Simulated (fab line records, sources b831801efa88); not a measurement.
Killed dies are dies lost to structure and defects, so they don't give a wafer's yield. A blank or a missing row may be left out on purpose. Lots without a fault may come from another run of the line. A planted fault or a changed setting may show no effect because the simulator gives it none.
One fault seen from 2 desks | flow gf180mcu | each desk has only its own numbers; what lay behind them comes last

THE TOOL OWNER'S DESK: litho_track-02
The tool's own readings at GF_NSD_COAT_02 (resist thk 1000 nm): means of the sampled wafers that have a number, for each lot that ran on this tool. A lot is out of limits, marked OUT, if its mean lies more than 4 standard deviations from the usual mean; the brackets give that distance.
Columns: A = spin_speed_rpm at GF_NSD_COAT_02, usual 3000.1 rpm
lot  | first seen here | A
L254 | day 13 12:26    | 2998.6
L256 | day 14 05:30    | 3002.3
L266 | day 17 14:11    | 3151.8 (+66) OUT
L268 | day 17 23:45    | 3157.4 (+68) OUT
This desk's finding: out of limits on L266, L268; first on L266, day 17 14:11 (spin_speed_rpm at GF_NSD_COAT_02). In limits: L254, L256.

THE METROLOGY DESK
What the gauges read, lot by lot, whatever tool the lot ran on: means of the sampled wafers that have a number. A lot is out of limits, marked OUT, if its mean lies more than 4 standard deviations from the usual mean; the brackets give that distance.
Columns: A = SAB_CVD_00_THK at GF_SAB_THK_MEAS_01, usual 50.1 nm; B = V2_CVD_00_THK at GF_V2_THK_MEAS_01, usual 598 nm
lot  | first seen here | A    | B
L253 | day 14 18:48    | 49.8 | 590
L254 | day 14 20:15    | 49.3 | 607
L256 | day 15 14:11    | 50.5 | 600
L258 | day 15 21:21    | 51.0 | 607
L259 | day 16 08:58    | 50.5 | 603
L260 | day 16 15:26    | 49.9 | 597
L266 | day 19 03:03    | 50.3 | 603
L268 | day 19 13:41    | 50.0 | 596
L269 | day 19 18:56    | 50.1 | 598
L270 | day 20 07:16    | 50.0 | 598
L271 | day 20 13:41    | 49.4 | 597
L275 | day 22 01:14    | 49.9 | 598
L276 | day 22 07:26    | 50.3 | 597
This desk's finding: nothing out of limits on any of the 13 lots.

PUT TOGETHER
The tool owner's desk could have raised an alarm at day 17 14:11, on L266, L268.
The metrology desk saw nothing out of limits.
The metrology desk has L266, L268 on record, within its limits.
Of the lots named, all ran GF_NSD_COAT_02 on litho_track-02.

WHAT THE SIMULATOR HAD PUT IN
Process parameter drift: litho_track-02, from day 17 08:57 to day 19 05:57, at GF_NSD_COAT_02. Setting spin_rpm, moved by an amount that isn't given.
Lots struck among those shown: L266, L268.
Hours from the fault's start to each desk's first reading out of limits: the tool owner's desk, 5.
